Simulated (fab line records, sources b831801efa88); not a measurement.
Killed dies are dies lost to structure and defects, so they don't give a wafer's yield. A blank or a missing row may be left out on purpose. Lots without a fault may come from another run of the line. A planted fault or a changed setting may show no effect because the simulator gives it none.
A struck lot beside a sound one | flow sfq_line | 14 steps out of a route of 325
Sound: wafers L896.3, L896.4, L896.6. Struck: wafers L907.3, L907.5. (L907.2 of the same lot was not struck and is left out.) The cause comes at the end.
At each step with rows: each side's tool, then ch and its chambers, then its first start. Under that, the readings that differ: sound wafers | struck wafers | difference of the means | sigmas: that difference in standard deviations of wafers without a fault.
alike: readings whose means differ by less than 2 such deviations, and words and numbers that are the same on both sides. not compared: withheld readings, readings that some wafer has no value for, bounds like >300 that may hide the same value, and numbers for which the record gives no deviation and whose values overlap.
The two part at a step that has a row with sigmas, a row that says differs or no value, or rows on one side only. Numbers that don't overlap but have no deviation are shown without sigmas and don't part them. A reading that every wafer of one side lacks parts them only if that side has two wafers or more.

first, 2 steps without rows for these wafers: SFQ_TRILAYER_I0_VIA_STRIP_SOLV_CLEAN_036 (cleans in NMP, time 600 s); SFQ_TRILAYER_M1_DEP_PRE_CLEAN_038 (time 22.5 s).
SFQ_TRILAYER_M1_DEP_SPUTTER_037: material Nb, target thk 200 nm, time 133.3 s.
  sound on pvd_sputter-04, day 22 19:39; struck on pvd_sputter-04, day 26 16:37
  alike: throttle_valve_pct
SFQ_M1_RS_MEAS_909: measures by four-point-probe.
  sound on film_metro-02, day 22 19:47; struck on film_metro-01, day 26 16:44
  alike: M1_NB_RS
then, 6 steps without rows for these wafers: SFQ_TRILAYER_M1_LITHO_COAT_044 (resist thk 62 nm); SFQ_TRILAYER_M1_LITHO_COAT_039 (resist thk 600 nm); SFQ_TRILAYER_M1_LITHO_SOFTBAKE_043; SFQ_TRILAYER_M1_LITHO_EXPOSE_040 (exposes mask M1, target cd 500 nm); SFQ_TRILAYER_M1_LITHO_PEB_042 (peb time 60 s); SFQ_TRILAYER_M1_LITHO_DEVELOP_041 (time 60 s).
-- the record jumps here: 6 days lie between the struck wafers' starts before and after --
SFQ_M1_OVL_MEAS_911:
  sound on overlay-02, day 29 12:44; struck on overlay-02, day 32 22:36
  alike: M1_OVL
SFQ_TRILAYER_M1_BARC_OPEN_METAL_ETCH_054: etches BARC in O2, target depth 125 nm, time 41.7 s.
  sound on rie_metal-01 ch 0,1, day 29 12:47; struck on rie_metal-01 ch 0, day 32 22:38
  reading                                             | sound             | struck      | difference | sigmas
  model.KrF_of_TRILAYER_M1_LITHO_COAT_039.thk_nm (nm) | 522.7 523.1 521.8 | 535.8 536.5 | +13.6      |
  alike: drypump_motor_current_A, oes_product_au
  not compared: rf_hours_counter_h
SFQ_TRILAYER_M1_ETCH_METAL_ETCH_042: etches Nb in Cl2/Ar, stops on SiO2, target depth 240 nm, time 120 s.
  sound on rie_metal-01 ch 0,1, day 29 12:52; struck on rie_metal-01 ch 0, day 32 22:41
  reading                                             | sound             | struck      | difference | sigmas
  model.KrF_of_TRILAYER_M1_LITHO_COAT_039.thk_nm (nm) | 382.3 383.6 381.4 | 394.9 395.8 | +12.9      |
  alike: drypump_motor_current_A, oes_product_au
  not compared: rf_hours_counter_h
SFQ_TRILAYER_M1_STRIP_STRIP_043: strips in O2.
  sound on rie_metal-01 ch 0,1, day 29 13:09; struck on rie_metal-01 ch 0, day 32 22:49
  alike: drypump_motor_current_A, oes_product_au
  not compared: rf_hours_counter_h

WHERE THEY PART
Nowhere in this record.

WHY: what the simulator had put in
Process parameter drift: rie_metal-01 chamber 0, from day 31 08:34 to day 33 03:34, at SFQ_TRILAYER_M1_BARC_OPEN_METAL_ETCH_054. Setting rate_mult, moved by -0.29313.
